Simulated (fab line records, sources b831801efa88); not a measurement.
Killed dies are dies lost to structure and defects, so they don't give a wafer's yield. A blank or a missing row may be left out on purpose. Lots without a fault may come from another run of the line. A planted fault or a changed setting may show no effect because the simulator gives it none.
fab line records | flow sky130
record lots=5 wafers=15 last_day=50
route steps=708 shown VIA2@527 METAL3@532 CAPM@537 PAD_OPEN@708
lots that met no fault: from a run of the same line without faults
start_h: hours from the record's first day to the start of the lot's first wafer shown | wait_h: hours since the lot's step before | " the same as in the row above | L1.1+2: a row that stands for several wafers | - no value, or no start given | * or withheld: withheld | < > ~ a bound
route shown NAME@n: a module of which the file shows steps, and the number in the route of the first | usual: mean/standard deviation of fault-free wafers | same: alike in all rows | chamber/n: place in a boat | sites: the reading at each site | _std_site: their standard deviation | _edge_site: outer sites' mean less inner sites' | radius_mm: how far each site lies from the wafer's centre | mask NAME#n: copy n | behind: the tool/chamber that last shaped the wafer | hold: why the lot was held/for how many hours/how that ended | device: the transistor (n, p or np) that didn't switch | end of line: the same wafers' tests at the end of the route | a step without rows: its recipe alone | killed: dies lost to structure and defects at the first sort, not the wafer's yield | map: a wafer's dies, x killed, . not, _ none there
set.NAME: the setting as run; set.NAME@STEP: as run at that earlier step | model.NAME: the simulator's own value behind a step, which no gauge read
lots at some steps of the route; a table a step, a row a wafer
services: from which hour (start_h, from the record's first day; less than 0 if before it) a tool's chamber was out of use, for how many hours, and why
## steps
# step SKY_VIA2_SPUTTER_20
# recipe material=TiN target_thk_nm=20 chamber_pressure_pa=5 power_w=4000 time_s=80
# step SKY_VIA2_CVD_21
# recipe material=W target_thk_nm=420 time_s=126.4 temp_c=400 pressure_torr=40
# usual heater_power_outer_w=523/39 heater_power_w=860/45
# columns lot.wafer tool chamber start_h wait_h heater_power_outer_w heater_power_w
L968.1 cvd_w-02 0 883.93 0.0 547 872
L968.3 " 1 " " 577 912
L968.4 " 0 " " 542 868
L975.2 cvd_w-02 0 939.24 0.0 539 864
L975.3 " 0 " " 553 869
L975.6 " 0 " " 542 880
L976.1 cvd_w-01 1 945.17 0.0 499 835
L976.2 " 0 " " 481 799
L976.6 " 1 " " 478 845
L978.1 cvd_w-01 1 954.73 0.0 483 851
L978.3 " 0 " " 489 799
L978.5 " 0 " " 485 798
L985.1 cvd_w-02 0 1003.04 0.0 546 878
L985.3 " 0 " " 546 868
L985.6 " 0 " " 548 864
# step SKY_VIA2_RS_MEAS_22
# recipe thk_meas_gauge=four-point-probe reads=W_of_VIA2_CVD_21+TiN_of_VIA2_SPUTTER_20
# usual VIA2_W_RS=0.271/0.0046
# columns lot.wafer tool chamber start_h wait_h VIA2_W_RS[ohm/sq]
L968.1 film_metro-01 - 884.06 0.1 0.272
L968.3 " - " " 0.264
L968.4 " - " " 0.274
L975.2 film_metro-03 - 939.39 0.1 0.281
L975.3 " - " " 0.274
L975.6 " - " " 0.276
L976.1 film_metro-01 - 945.31 0.1 0.276
L976.2 " - " " 0.274
L976.6 " - " " 0.275
L978.1 film_metro-01 - 954.88 0.1 0.269
L978.3 " - " " 0.270
L978.5 " - " " 0.270
L985.1 film_metro-01 - 1003.30 0.2 0.277
L985.3 " - " " 0.277
L985.6 " - " " 0.276
# step SKY_VIA2_THK_MEAS_23
# recipe thk_meas_gauge=xrf reads=W_of_VIA2_CVD_21
# usual VIA2_W_THK=432/8.2
# columns lot.wafer tool chamber start_h wait_h VIA2_W_THK[nm]
L968.1 film_metro-01 - 884.18 0.1 432
L968.3 " - " " 446
L968.4 " - " " 427
L975.2 film_metro-03 - 939.50 0.1 415
L975.3 " - " " 421
L975.6 " - " " 422
L976.1 film_metro-01 - 945.43 0.1 429
L976.2 " - " " 437
L976.6 " - " " 431
L978.1 film_metro-01 - 955.00 0.1 443
L978.3 " - " " 442
L978.5 " - " " 439
L985.1 film_metro-01 - 1003.42 0.1 420
L985.3 " - " " 421
L985.6 " - " " 424
# step SKY_VIA2_CMP_24
# recipe stop_on=SiO2 t_overpolish_s=20 down_force_psi=3.5 platen_rpm=60 target_thk_nm=0 pad_velocity_m_s=0.94248
# step SKY_METAL3_SPUTTER_00
# recipe material=Ti target_thk_nm=15 power_w=3000 time_s=10 chamber_pressure_pa=0.4
# step SKY_METAL3_SPUTTER_01
# recipe material=TiN target_thk_nm=20 power_w=6500 time_s=16.7 chamber_pressure_pa=0.4
# step SKY_METAL3_SPUTTER_02
# recipe material=AlCu target_thk_nm=735 power_w=10600 time_s=39.1 chamber_pressure_pa=0.4
# usual throttle_valve_pct=29.7/0.96
# columns lot.wafer tool chamber start_h wait_h throttle_valve_pct
L968.1 pvd_sputter-03 - 884.59 0.0 28.7
L968.3 " - " " 30.5
L968.4 " - " " 30.3
L975.2 pvd_sputter-04 - 939.90 0.0 30.4
L975.3 " - " " 30.4
L975.6 " - " " 30.8
L976.1 pvd_sputter-03 - 945.83 0.0 28.9
L976.2 " - " " 30.7
L976.6 " - " " 30.2
L978.1 pvd_sputter-02 - 955.40 0.0 29.5
L978.3 " - " " 29.7
L978.5 " - " " 30.0
L985.1 pvd_sputter-02 - 1003.83 0.0 28.7
L985.3 " - " " 30.1
L985.6 " - " " 29.2
# step SKY_METAL3_SPUTTER_03
# recipe material=Ti target_thk_nm=5 power_w=3000 time_s=3.3 chamber_pressure_pa=0.4
# usual throttle_valve_pct=29.7/0.94
# columns lot.wafer tool chamber start_h wait_h throttle_valve_pct
L968.1 pvd_sputter-03 - 884.63 0.0 29.1
L968.3 " - " " 30.3
L968.4 " - " " 30.1
L975.2 pvd_sputter-04 - 939.94 0.0 30.4
L975.3 " - " " 30.3
L975.6 " - " " 30.9
L976.1 pvd_sputter-03 - 945.87 0.0 28.9
L976.2 " - " " 30.7
L976.6 " - " " 30.3
L978.1 pvd_sputter-02 - 955.44 0.0 29.6
L978.3 " - " " 29.5
L978.5 " - " " 29.7
L985.1 pvd_sputter-02 - 1003.86 0.0 28.8
L985.3 " - " " 30.0
L985.6 " - " " 29.3
# step SKY_METAL3_SPUTTER_04
# recipe material=TiN target_thk_nm=70 power_w=6500 time_s=58.3 chamber_pressure_pa=0.4
# step SKY_CAPM_CVD_00
# recipe material=SiO2 target_thk_nm=15.5 temp_c=400 time_s=withheld rf_w=450
# step SKY_CAPM_THK_MEAS_01
# recipe reads=SiO2_of_CAPM_CVD_00
# usual CAPM_CVD_00_THK=15.44/0.23
# columns lot.wafer tool chamber start_h wait_h CAPM_CVD_00_THK[nm]
L968.1 film_metro-04 - 884.72 - 15.19
L968.3 " - " " 15.21
L968.4 " - " " 15.41
L975.2 film_metro-04 - 940.04 - 15.36
L975.3 " - " " 15.45
L975.6 " - " " 15.59
L976.1 film_metro-04 - 945.96 - 15.46
L976.2 " - " " 15.35
L976.6 " - " " 15.65
L978.1 film_metro-04 - 955.53 - 15.30
L978.3 " - " " 15.24
L978.5 " - " " 15.44
L985.1 film_metro-03 - 1003.96 - 15.48
L985.3 " - " " 15.83
L985.6 " - " " 15.78
# step SKY_CAPM_SPUTTER_02
# recipe material=TiN target_thk_nm=200 temp_c=300 power_w=6500 time_s=166.7 chamber_pressure_pa=0.4
# usual throttle_valve_pct=30.1/1.1
# columns lot.wafer tool chamber start_h wait_h throttle_valve_pct model.TiN_of_CAPM_SPUTTER_02.thk_nm
L968.1 pvd_sputter-01 - 884.78 0.1 31.3 195.7
L968.3 " - " " 30.2 197.7
L968.4 " - " " 31.9 197.9
L975.2 pvd_sputter-02 - 940.09 0.0 28.9 201.9
L975.3 " - " " 29.2 203.7
L975.6 " - " " 29.5 203.5
L976.1 pvd_sputter-04 - 946.02 0.1 30.8 198.3
L976.2 " - " " 30.5 200.2
L976.6 " - " " 30.5 200.3
L978.1 pvd_sputter-01 - 955.59 0.1 30.2 225.3
L978.3 " - " " 30.5 195.5
L978.5 " - " " 30.4 226.3
L985.1 pvd_sputter-04 - 1004.02 0.1 31.1 198.2
L985.3 " - " " 27.1 201.3
L985.6 " - " " 30.3 199.8
# step SKY_CAPM_RS_MEAS_03
# recipe thk_meas_gauge=four-point-probe reads=TiN_of_CAPM_SPUTTER_02
# usual CAPM_TIN_RS=6.92/0.085
# columns lot.wafer tool chamber start_h wait_h hold CAPM_TIN_RS[ohm/sq]
L968.1 film_metro-01 - 884.89 0.1 - 7.05
L968.3 " - " " - 6.99
L968.4 " - " " - 6.99
L975.2 film_metro-03 - 940.22 0.1 - 6.85
L975.3 " - " " - 6.77
L975.6 " - " " - 6.78
L976.1 film_metro-01 - 946.13 0.1 - 6.96
L976.2 " - " " - 6.90
L976.6 " - " " - 6.89
L978.1 film_metro-04 - 955.70 0.1 await_dispo/0.2h/release 6.12
L978.3 " - " " await_dispo/0.2h/release 7.08
L978.5 " - " " await_dispo/0.2h/release 6.11
L978.1 film_metro-04 - 955.99 0.3 - 6.12
L978.3 " - " " - 7.07
L978.5 " - " " - 6.10
L985.1 film_metro-01 - 1004.15 0.1 - 6.98
L985.3 " - " " - 6.85
L985.6 " - " " - 6.90
# step SKY_CAPM_THK_MEAS_04
# recipe thk_meas_gauge=xrf reads=TiN_of_CAPM_SPUTTER_02
# usual CAPM_TIN_THK=196.1/3
# columns lot.wafer tool chamber start_h wait_h hold CAPM_TIN_THK[nm]
L968.1 film_metro-01 - 885.01 0.1 - 192.8
L968.3 " - " " - 195.1
L968.4 " - " " - 194.7
L975.2 film_metro-03 - 940.33 0.1 - 200.0
L975.3 " - " " - 201.6
L975.6 " - " " - 201.1
L976.1 film_metro-01 - 946.25 0.1 - 197.1
L976.2 " - " " - 198.9
L976.6 " - " " - 199.1
L978.1 film_metro-04 - 961.66 5.6 await_dispo/0.2h/release 220.9
L978.3 " - " " await_dispo/0.2h/release 190.9
L978.5 " - " " await_dispo/0.2h/release 221.4
L978.1 film_metro-04 - 961.97 0.3 - 221.0
L978.3 " - " " - 191.4
L978.5 " - " " - 221.7
L985.1 film_metro-01 - 1004.27 0.1 - 195.4
L985.3 " - " " - 198.1
L985.6 " - " " - 196.4
# step SKY_CAPM_HMDS_06
# recipe prime_time_s=60 prime_temp_c=120
# step SKY_CAPM_COAT_07
# recipe resist=NOVOLAK spin_rpm=3000 resist_thk_nm=1140
# step SKY_CAPM_SOFTBAKE_08
# recipe temp_c=90 time_s=60 resist=NOVOLAK
# step SKY_CAPM_EXPOSE_09
# recipe mask_id=CAPM na=0.6 source_shape=conventional sigma_outer=0.6 polarization=unpolarized target_cd_nm=1000 dose_mj=159
# step SKY_CAPM_PEB_10
# recipe temp_c=withheld time_s=* resist=NOVOLAK
# step SKY_CAPM_DEVELOP_11
# recipe resist=NOVOLAK developer=TMAH develop_time_s=60 dev_temp_c=23
# step SKY_CAPM_OVL_MEAS_12
# usual CAPM_OVL=0.4/1.4
# columns lot.wafer tool chamber start_h wait_h CAPM_OVL[nm]
L968.1 overlay-02 - 909.91 0.1 2.0
L968.3 " - " " 0.9
L968.4 " - " " 3.4
L975.2 overlay-02 - 964.10 0.1 -0.7
L975.3 " - " " -0.9
L975.6 " - " " -1.1
L976.1 overlay-02 - 970.58 0.1 1.4
L976.2 " - " " 2.0
L976.6 " - " " 0.4
L978.1 overlay-01 - 978.75 0.1 -0.4
L978.3 " - " " 0.1
L978.5 " - " " 1.3
L985.1 overlay-01 - 1030.06 0.1 0.7
L985.3 " - " " -0.6
L985.6 " - " " 0.5
# step SKY_CAPM_METAL_ETCH_13
# recipe target_depth_nm=220 stop_on=SiO2 chemistry=Cl2/BCl3 target=TiN pressure_mtorr=10 icp_w=900 bias_w=48.5 Cl2_flow_sccm=60 bcl3_flow_sccm=30 time_s=62.9
# usual drypump_motor_current_A=6.1/0.37 mfc_cl2_sccm=59.98/0.19 oes_product_au=0.940/0.0076 throttle_valve_pct=21.903/0.01
# columns lot.wafer tool chamber start_h wait_h drypump_motor_current_A mfc_cl2_sccm oes_product_au rf_hours_counter_h throttle_valve_pct
L968.1 rie_metal-03 1 909.95 0.0 5.5 59.97 0.936 0 21.904
L968.3 " 0 " " 6.0 59.92 0.939 - 21.921
L968.4 " 1 " " 5.5 59.92 0.934 - 21.915
L975.2 rie_metal-02 0 964.13 0.0 6.0 59.60 0.941 7 21.898
L975.3 " 1 " " 5.9 59.97 0.948 - 21.897
L975.6 " 1 " " 5.9 59.96 0.946 - 21.895
L976.1 rie_metal-02 0 970.61 0.0 6.0 60.32 0.935 7 21.909
L976.2 " 1 " " 5.9 60.30 0.941 15 21.886
L976.6 " 0 " " 6.0 60.19 0.943 - 21.905
L978.1 rie_metal-03 1 978.78 0.0 5.4 59.93 0.995 4 21.865
L978.3 " 1 " " 5.4 59.63 0.923 - 21.920
L978.5 " 0 " " 6.0 59.65 0.993 - 21.865
L985.1 rie_metal-02 1 1030.10 0.0 5.9 59.80 0.932 19 21.895
L985.3 " 1 " " 5.9 59.82 0.944 - 21.888
L985.6 " 1 " " 5.9 59.98 0.938 - 21.898
# step SKY_CAPM_STRIP_14
# recipe chemistry=O2/N2 power_w=1400 pressure_mtorr=1500 platen_temp_c=withheld o2_flow_sccm=3000 n2_flow_sccm=300 overash_fraction=0.5
# step SKY_CAPM_STRIP_15
# recipe chemistry=post_etch_residue_remover time_s=1200 temp_c=72.5
# step SKY_CAPM_CLEAN_16
# recipe chemistry=IPA time_s=180 temp_c=25
# step SKY_CAPM_CLEAN_17
# recipe chemistry=O3/DIW dry=n2_spin
# step SKY_METAL3_DEHYDRATE_05
# recipe temp_c=200 time_s=60
# step SKY_METAL3_HMDS_06
# recipe prime_time_s=60 prime_temp_c=120
# step SKY_METAL3_COAT_07
# recipe resist=BARC temp_c=withheld time_s=withheld spin_rpm=3000 resist_thk_nm=60
# step SKY_METAL3_COAT_08
# recipe resist=KrF-thick spin_rpm=3000 resist_thk_nm=1140
# step SKY_METAL3_SOFTBAKE_09
# recipe temp_c=100 time_s=90 resist=KrF-thick
# step SKY_METAL3_EXPOSE_10
# recipe mask_id=MM3 na=0.68 source_shape=annular sigma_inner=0.4 sigma_outer=0.8 target_cd_nm=300 dose_mj=28
# step SKY_METAL3_PEB_11
# recipe peb_temp_c=withheld peb_time_s=withheld resist=KrF-thick
# step SKY_METAL3_DEVELOP_12
# recipe develop_time_s=60 resist=KrF-thick dev_temp_c=21
# step SKY_METAL3_CD_MEAS_13
# recipe target_cd_nm=300
# usual cd_nm=299.5/1.4
# columns lot.wafer tool chamber start_h wait_h cd_nm
L968.1 cd_sem-01 - 935.36 - 299.6
L968.3 " - " " 299.0
L968.4 " - " " 300.5
L975.2 cd_sem-01 - 988.03 - 297.4
L975.3 " - " " 299.0
L975.6 " - " " 297.4
L976.1 cd_sem-01 - 994.80 - 300.9
L976.2 " - " " 299.3
L976.6 " - " " 301.0
L978.1 cd_sem-02 - 1002.46 - 301.2
L978.3 " - " " 299.6
L978.5 " - " " 298.4
L985.1 cd_sem-01 - 1053.01 - 300.5
L985.3 " - " " 301.9
L985.6 " - " " 300.8
# step SKY_METAL3_OVL_MEAS_14
# usual METAL3_OVL=-1/6.3
# columns lot.wafer tool chamber start_h wait_h METAL3_OVL[nm]
L968.1 overlay-01 - 935.48 0.1 -14
L968.3 " - " " -9
L968.4 " - " " -2
L975.2 overlay-01 - 988.14 0.1 3
L975.3 " - " " -8
L975.6 " - " " 2
L976.1 overlay-01 - 994.92 0.1 -3
L976.2 " - " " 9
L976.6 " - " " 11
L978.1 overlay-01 - 1002.58 0.1 10
L978.3 " - " " 10
L978.5 " - " " 6
L985.1 overlay-02 - 1053.13 0.1 0
L985.3 " - " " -1
L985.6 " - " " -5
# step SKY_METAL3_DESCUM_15
# recipe chemistry=O2 source_power_w=150 bias_power_w=0 pressure_mtorr=10 temp_c=40 time_s=8
# usual drypump_motor_current_A=6.1/0.41 oes_product_au=1.004/0.011
# columns lot.wafer tool chamber start_h wait_h drypump_motor_current_A oes_product_au rf_hours_counter_h
L968.1 rie_metal-01 1 935.52 0.0 6.6 1.018 9
L968.3 " 0 " " 6.6 0.999 -
L968.4 " 1 " " 6.6 1.031 -
L975.2 rie_metal-04 0 988.17 0.0 5.9 1.014 18
L975.3 " 1 " " 5.5 1.000 -
L975.6 " 1 " " 5.4 1.008 -
L976.1 rie_metal-01 0 994.95 0.0 6.6 1.000 18
L976.2 " 1 " " 6.5 1.011 12
L976.6 " 0 " " 6.6 1.005 -
L978.1 rie_metal-01 1 1002.62 0.0 6.6 1.023 12
L978.3 " 0 " " 6.6 1.003 -
L978.5 " 1 " " 6.6 1.019 -
L985.1 rie_metal-04 0 1053.17 0.0 5.8 1.001 22
L985.3 " 1 " " 5.5 0.993 -
L985.6 " 0 " " 5.8 1.001 -
# step SKY_METAL3_ETCH_16
# recipe chemistry=N2/H2 target=BARC ion_energy_ev=200 bias_w=100 pressure_mtorr=30 n2_flow_sccm=100 h2_flow_sccm=200 icp_w=500 stop_on=SiO2 time_s=88.2 target_depth_a=600
# step SKY_METAL3_ETCH_17
# recipe target=SiO2 stop_on=TiN chemistry=C4F8/O2/Ar source_w=1500 bias_w=1200 pressure_mtorr=40 c4f8_flow_sccm=withheld O2_flow_sccm=6 Ar_flow_sccm=300 time_s=3.9 target_depth_a=150
# step SKY_METAL3_METAL_ETCH_18
# recipe target_depth_a=8450 stop_on=SiO2 over_etch_frac=0.3 time_s=183.1 chemistry=Cl2/BCl3 resist_sidewall_deg=88 pressure_mtorr=10 icp_w=900 bias_w=48.5 Cl2_flow_sccm=60 bcl3_flow_sccm=30
# usual drypump_motor_current_A=6.1/0.4 mfc_cl2_sccm=59.97/0.16 oes_product_au=0.865/0.007 throttle_valve_pct=22.263/0.0088
# columns lot.wafer tool chamber start_h wait_h drypump_motor_current_A mfc_cl2_sccm oes_product_au rf_hours_counter_h throttle_valve_pct
L968.1 rie_metal-04 0 935.67 0.0 5.8 60.12 0.862 15 22.269
L968.3 " 0 " " 5.9 59.92 0.867 - 22.275
L968.4 " 0 " " 5.8 59.74 0.850 - 22.263
L975.2 rie_metal-02 1 988.32 0.0 5.9 60.07 0.880 16 22.255
L975.3 " 0 " " 6.0 60.07 0.884 - 22.261
L975.6 " 1 " " 5.8 59.90 0.878 - 22.271
L976.1 rie_metal-04 1 995.10 0.0 5.5 60.09 0.873 13 22.266
L976.2 " 0 " " 5.8 59.76 0.859 19 22.249
L976.6 " 1 " " 5.4 59.89 0.858 - 22.264
L978.1 rie_metal-02 1 1002.77 0.0 5.9 60.37 0.873 17 22.267
L978.3 " 1 " " 5.9 60.03 0.870 - 22.262
L978.5 " 1 " " 5.9 60.24 0.872 - 22.276
L985.1 rie_metal-01 1 1053.32 0.0 6.6 60.35 0.864 15 22.270
L985.3 " 0 " " 6.6 59.80 0.863 - 22.264
L985.6 " 0 " " 6.6 59.81 0.860 - 22.263
# step SKY_METAL3_STRIP_20
# recipe chemistry=post_etch_residue_remover time_s=1200 temp_c=72.5
# columns lot.wafer tool chamber start_h wait_h model.TiN_of_CAPM_SPUTTER_02.thk_nm
L968.1 wet_bench-02 1 936.12 0.1 194.8
L968.3 " 1 " " 196.8
L968.4 " 1 " " 197.1
L975.2 wet_bench-03 3 988.60 0.1 201.1
L975.3 " 3 " " 202.9
L975.6 " 3 " " 202.7
L976.1 wet_bench-03 1 995.38 0.1 197.4
L976.2 " 1 " " 199.3
L976.6 " 1 " " 199.5
L978.1 wet_bench-01 0 1003.04 0.1 224.5
L978.3 " 0 " " 194.7
L978.5 " 0 " " 225.5
L985.1 wet_bench-02 2 1053.60 0.1 197.3
L985.3 " 2 " " 200.4
L985.6 " 2 " " 198.9
# step SKY_PAD_OPEN_PROBE_99
# usual defect_limited_yield=82.4/1.8 killed_at_M0_to_M3=44/6 killed_at_M4_up=2.9/1.5 killed_at_contacts=24/4.9 killed_at_front_end=16/4.3 killed_at_other=0.3/0.54 killed_dies=87/8.7 killed_open=48/6.7 killed_short=39/5.9
# same gross_dies=492 killed_at_back_side=0
# columns lot.wafer tool chamber start_h wait_h defect_limited_yield[%] killed_at_M0_to_M3 killed_at_M4_up killed_at_contacts killed_at_front_end killed_at_other killed_dies killed_open killed_short model.etest.met3.line_ohm_um model.etest.via3_chain.rc_ohm model.etest.tester.sort_n_pass model.etest.met3.rs_ohm_sq model.etest.tester.sort_yield_pct model.etest.tester.sort_bin_4_pct model.etest.met3.rs_ohm_sq_rim_less_centre model.etest.cap_mim.short
L968.1 prober-02 - 1103.43 0.1 79.1 59 5 18 21 0 103 56 47 0.1455 10.01 389 0.04261 79.06 0 0.0004829 0
L968.3 prober-02 - 1103.53 0.2 83.3 39 1 25 17 0 82 43 38 0.1494 9.454 410 0.04381 83.33 0 -0.0003055 0
L968.4 prober-02 - 1103.58 0.2 83.5 35 2 29 14 1 81 45 36 0.1477 9.478 411 0.04398 83.54 0 0.0002078 0
L975.2 prober-02 - 1147.72 0.1 81.5 43 1 27 19 1 91 52 39 0.1407 9.023 401 0.04151 81.5 0 1.403e-05 0
L975.3 prober-02 - 1147.77 0.2 82.1 35 5 29 19 0 88 48 39 0.1382 9.259 404 0.0411 82.11 0 0.0001389 0
L975.6 prober-02 - 1147.92 0.2 82.1 44 2 22 20 0 88 51 37 0.1414 9.478 404 0.04198 82.11 0 0.0007787 0
L976.1 prober-01 - 1152.17 0.1 78.5 50 2 27 27 0 106 60 46 0.1427 8.928 386 0.04277 78.46 0 -5.871e-05 0
L976.2 prober-01 - 1152.22 0.1 82.3 44 5 20 18 0 87 51 36 0.149 10.11 405 0.04338 82.32 0 -0.0005095 0
L976.6 prober-01 - 1152.42 0.2 83.7 36 4 21 19 0 80 42 38 0.1465 10.63 412 0.04316 83.74 0 5.19e-05 0
L978.1 prober-01 - 1157.41 0.1 82.3 48 2 21 16 0 87 50 37 749.9 565.9 0 226.2 0 82.32 39.32 1
L978.3 prober-01 - 1157.51 0.2 84.3 38 3 28 8 0 77 44 32 0.1419 9.569 415 0.04159 84.35 0 0.0005843 0
L978.5 prober-01 - 1157.61 0.2 81.9 46 3 19 20 1 89 45 44 591.9 433.8 0 176.9 0 81.91 -33.8 1
L985.1 prober-02 - 1193.55 0.1 86.0 35 4 14 16 0 69 35 34 0.1441 10.27 423 0.04292 85.98 0 -8.959e-05 0
L985.3 prober-02 - 1193.65 0.2 77.8 46 5 29 29 0 109 59 50 0.1434 9.386 383 0.04295 77.85 0 0.0003041 0
L985.6 prober-02 - 1193.80 0.2 81.5 41 3 23 24 0 91 45 46 0.143 8.81 401 0.04322 81.5 0 -0.0005968 0
# killed by level:class
L968.1 VIA2:geometric_particle:open=11 METAL1:geometric_particle:short=11 VIA1:geometric_particle:open=11 VIA3:geometric_particle:open=11 FIELD_ISO:geometric_particle:open=7 LI_CONTACT:geometric_particle:open=5 CONTACT:geometric_particle:short=5 METAL2:geometric_particle:short=5
L968.3 LI_CONTACT:geometric_particle:open=7 VIA1:geometric_particle:open=7 CONTACT:geometric_particle:short=6 CONTACT:geometric_particle:open=6 METAL1:geometric_particle:short=6 VIA3:geometric_particle:open=6 FIELD_ISO:geometric_particle:open=5 LOCAL_INTERCONNECT:geometric_particle:short=5
L968.4 LI_CONTACT:geometric_particle:open=12 VIA3:geometric_particle:open=8 CONTACT:geometric_particle:open=7 VIA1:geometric_particle:open=6 METAL1:geometric_particle:short=6 POLY_GATE:geometric_particle:short=5 LOCAL_INTERCONNECT:geometric_particle:short=5 FIELD_ISO:geometric_particle:short=4
L975.2 VIA1:geometric_particle:open=12 CONTACT:geometric_particle:open=11 LI_CONTACT:geometric_particle:open=7 VIA2:geometric_particle:open=7 FIELD_ISO:geometric_particle:short=6 VIA1:geometric_particle:short=5 METAL1:geometric_particle:short=5 FIELD_ISO:geometric_particle:open=4
L975.3 CONTACT:geometric_particle:open=11 VIA1:geometric_particle:open=9 LI_CONTACT:geometric_particle:open=7 METAL1:geometric_particle:short=6 POLY_GATE:geometric_particle:open=5 VIA2:geometric_particle:open=5 METAL4:geometric_particle:short=5 POLY_GATE:geometric_particle:short=4
L975.6 VIA1:geometric_particle:open=13 CONTACT:geometric_particle:open=7 METAL2:geometric_particle:short=7 LI_CONTACT:geometric_particle:open=6 CONTACT:geometric_particle:short=6 VIA3:geometric_particle:open=6 POLY_GATE:geometric_particle:open=5 VIA2:geometric_particle:open=4
L976.1 VIA1:geometric_particle:open=11 POLY_GATE:geometric_particle:open=9 CONTACT:geometric_particle:open=9 VIA3:geometric_particle:open=8 VIA2:geometric_particle:open=8 LI_CONTACT:geometric_particle:open=7 METAL1:geometric_particle:short=7 LOCAL_INTERCONNECT:geometric_particle:short=6
L976.2 VIA1:geometric_particle:open=16 CONTACT:geometric_particle:open=8 METAL2:geometric_particle:short=6 VIA2:geometric_particle:open=6 VIA3:geometric_particle:open=6 POLY_GATE:geometric_particle:short=5 FIELD_ISO:geometric_particle:short=4 LI_CONTACT:geometric_particle:open=4
L976.6 FIELD_ISO:geometric_particle:open=7 CONTACT:geometric_particle:open=7 LI_CONTACT:geometric_particle:open=7 VIA3:geometric_particle:open=7 FIELD_ISO:geometric_particle:short=5 LOCAL_INTERCONNECT:geometric_particle:short=5 VIA1:geometric_particle:open=5 VIA2:geometric_particle:open=5
L978.1 VIA1:geometric_particle:open=13 CONTACT:geometric_particle:open=8 POLY_GATE:geometric_particle:short=8 LI_CONTACT:geometric_particle:open=8 VIA1:geometric_particle:short=7 VIA2:geometric_particle:open=6 VIA3:geometric_particle:open=5 POLY_GATE:geometric_particle:open=4
L978.3 LI_CONTACT:geometric_particle:open=9 CONTACT:geometric_particle:open=8 VIA2:geometric_particle:open=8 VIA1:geometric_particle:open=8 VIA1:geometric_particle:short=6 CONTACT:geometric_particle:short=5 LI_CONTACT:geometric_particle:short=4 VIA3:geometric_particle:short=4
L978.5 VIA1:geometric_particle:open=13 METAL1:geometric_particle:short=9 CONTACT:geometric_particle:open=7 LI_CONTACT:geometric_particle:open=5 VIA1:geometric_particle:short=5 VIA3:geometric_particle:open=5 FIELD_ISO:geometric_particle:short=4 FIELD_ISO:geometric_particle:open=4
L985.1 VIA1:geometric_particle:open=7 VIA2:geometric_particle:open=6 VIA3:geometric_particle:open=6 FIELD_ISO:geometric_particle:short=5 VIA1:geometric_particle:short=5 FIELD_ISO:geometric_particle:open=4 POLY_GATE:geometric_particle:short=4 CONTACT:geometric_particle:open=4
L985.3 VIA3:geometric_particle:open=10 VIA1:geometric_particle:open=10 CONTACT:geometric_particle:open=9 FIELD_ISO:geometric_particle:short=8 LI_CONTACT:geometric_particle:open=8 VIA2:geometric_particle:open=7 POLY_GATE:geometric_particle:open=6 METAL1:geometric_particle:short=6
L985.6 POLY_GATE:geometric_particle:open=8 CONTACT:geometric_particle:open=8 VIA2:geometric_particle:open=7 METAL1:geometric_particle:short=7 VIA1:geometric_particle:short=6 VIA1:geometric_particle:open=6 FIELD_ISO:geometric_particle:short=5 CONTACT:geometric_particle:short=5
## services
# columns tool chamber start_h hours kind
pvd_sputter-02 - 868.80 0.9 repair
rie_metal-03 1 870.52 4.2 repair
cvd_w-01 1 873.22 17.6 repair
pvd_sputter-03 0 882.59 - consumable_replace:kit
pvd_sputter-03 0 882.59 18.0 scheduled_down
pvd_sputter-03 0 882.59 18.0 vent_cycle
pvd_sputter-02 0 892.11 - consumable_replace:kit
pvd_sputter-02 0 892.11 18.0 scheduled_down
pvd_sputter-02 0 892.11 18.0 vent_cycle
cvd_w-01 - 904.00 14.0 pm
rie_metal-04 1 918.84 24.1 repair
rie_metal-02 - 919.17 2.8 pm
pvd_sputter-02 - 924.87 1.9 repair
pvd_sputter-04 - 936.09 3.5 repair
pvd_sputter-03 - 981.37 4.9 repair
cvd_w-02 1 995.28 9.5 repair
rie_metal-03 - 1010.43 2.8 pm
rie_metal-03 - 1019.02 0.5 repair
pvd_sputter-03 3 1022.48 - consumable_replace:kit
pvd_sputter-02 3 1042.75 - consumable_replace:kit
pvd_sputter-02 3 1042.75 18.0 scheduled_down
pvd_sputter-02 3 1042.75 18.0 vent_cycle
rie_metal-02 1 1044.91 40.5 repair
rie_metal-01 - 1047.69 2.8 pm
## key
first_sign step=SKY_CAPM_RS_MEAS_03 reading=visit direction=added
effect step=SKY_CAPM_RS_MEAS_03 reading=CAPM_TIN_RS direction=down sigmas=9.5 usual=6.92 struck=6.11
effect step=SKY_CAPM_THK_MEAS_04 reading=visit direction=added
effect step=SKY_CAPM_THK_MEAS_04 reading=CAPM_TIN_THK direction=up sigmas=8.5 usual=196.1 struck=221.2
effect step=SKY_CAPM_METAL_ETCH_13 reading=oes_product_au direction=up sigmas=7.2 usual=0.940 struck=0.994
model_effect step=SKY_CAPM_SPUTTER_02 value=TiN_of_CAPM_SPUTTER_02.thk_nm without=194.3 struck=225.8
model_effect step=SKY_METAL3_STRIP_20 value=TiN_of_CAPM_SPUTTER_02.thk_nm without=193.4 struck=225
model_effect step=SKY_PAD_OPEN_PROBE_99 value=etest.met3.line_ohm_um without=0.1404 struck=670.9
met_at SKY_CAPM_SPUTTER_02
struck_wafers L978.1,L978.5
fault kind=process_parameter_drift tool=pvd_sputter-01 chamber=- onset_h=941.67 steps=SKY_CAPM_SPUTTER_02 channel=time_s offset=* shape=step end_h=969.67 acts_in=* stated=* scope=struck_wafers_only
